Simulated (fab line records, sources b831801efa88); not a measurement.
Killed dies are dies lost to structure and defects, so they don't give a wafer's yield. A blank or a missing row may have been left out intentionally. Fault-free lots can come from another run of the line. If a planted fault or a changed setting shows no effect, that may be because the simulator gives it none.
Split-lot experiment ; flow gf180mcu ; 23 wafers read across 5 lots, on a route 602 steps long

## THE SPLIT ITSELF
At GF_DNWELL_COAT_02 (resist thk 3000 nm), the setting resist-thk-nm was moved away from the recipe's 3000 nm on 4 of the 23 wafers read, by -4.8% to -1.7%. This setting was run at the recipe's value on the other wafers.

The split's own step is where the reading is taken.

## THE READING
coat_of_DNWELL_COAT_02.thk-nm (the simulator's own value, which no gauge read), in nm, at GF_DNWELL_COAT_02 (resist thk 3000 nm). No usual value for it is given in the file. Across the 19 wafers here that went through the recipe, the average is 2999 nm and the standard deviation 5.1 nm.

wafer;tool, chamber at the split;resist-thk-nm as run, nm;against the recipe;coat_of_DNWELL_COAT_02.thk-nm, nm;against lot-mates on the recipe
L076.1;litho-track-01, 0;3000;recipe;3005;-
L076.5;litho-track-01, 0;3000;recipe;2998;-
L076.6;litho-track-01, 0;3000;recipe;3003;-
L078.1;litho-track-01, 0;3000;recipe;3005;-
L078.2;litho-track-01, 0;3000;recipe;3001;-
L078.4;litho-track-01, 0;2855;-4.8%;2859;-143
L078.5;litho-track-01, 0;3000;recipe;3000;-
L078.6;litho-track-01, 0;2855;-4.8%;2863;-139
L082.1;litho-track-03, 0;3000;recipe;3005;-
L082.2;litho-track-03, 0;3000;recipe;3004;-
L082.4;litho-track-03, 0;3000;recipe;3004;-
L082.3;litho-track-03, 0;3000;recipe;3009;-
L082.5;litho-track-03, 0;3000;recipe;2997;-
L083.2;litho-track-01, 0;3000;recipe;2992;-
L083.3;litho-track-01, 0;3000;recipe;2997;-
L083.4;litho-track-01, 0;3000;recipe;2993;-
L083.5;litho-track-01, 0;3000;recipe;2993;-
L083.6;litho-track-01, 0;3000;recipe;2991;-
L084.2;litho-track-03, 0;3000;recipe;2995;-
L084.3;litho-track-03, 0;3000;recipe;3001;-
L084.4;litho-track-03, 0;3000;recipe;2997;-
L084.5;litho-track-03, 0;2949;-1.7%;2951;-47
L084.6;litho-track-03, 0;2949;-1.7%;2956;-42

THE FIT
A straight line over all 23 wafers: coat_of_DNWELL_COAT_02.thk-nm changes by +28.5 nm for each +1% of resist-thk-nm; r = +0.99; the points scatter about the line by 5 nm.
The same after taking each lot's own level away (the mean of its wafers on the recipe; 23 wafers): +28.9 nm for each +1%; r = +1.00; scatter 3.3 nm.
According to that fit, moving resist-thk-nm by its largest amount changes the reading by 1.4e+02 nm.
From 2993.2 to 3003.8 nm: that is the span of the lots' own levels, equal to 2.1 times the standard deviation above.
Consequently the slope shifts little with the lot-to-lot level, the two slopes agreeing.
Check: -136 nm against its lot-mates is what the line predicts for one of the wafers moved furthest among these (-4.8%) when that wafer is left out of the fit. Against them it came out at -143 nm.

## OTHER SPLITS APPLIED TO THESE WAFERS
Other splits were also applied to these wafers ahead of the reading. Each is held against what the fit with the lots' levels taken away leaves over:
other split on the same wafers;wafers away from the commonest value;r with coat_of_DNWELL_COAT_02.thk-nm (lot level and that fit taken away)
GF_STI_OXIDATION_01 ox-time-s;10;-0.22
GF_STI_ETCH_13 time-s;12;+0.18
GF_STI_WET_ETCH_26 time-s;10;+0.27

## THE WHOLE CHAIN: every reading that the file lists as answering this split, in the file's order
step;what it does;reading;change (the file's fit);r (the file's)
GF_DNWELL_COAT_02;resist thk 3000 nm;coat_of_DNWELL_COAT_02.thk-nm (the simulator's own value, which no gauge read);+28.9 nm for each +1% of the setting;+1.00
GF_DNWELL_STRIP_08;strips in O2/N2;strip-time-to-endpoint-s;withheld for each +1% of the setting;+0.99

## THE FILE'S OWN FIT
coat_of_DNWELL_COAT_02.thk-nm changes by +28.9 nm for each +1% of resist-thk-nm, r = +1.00.
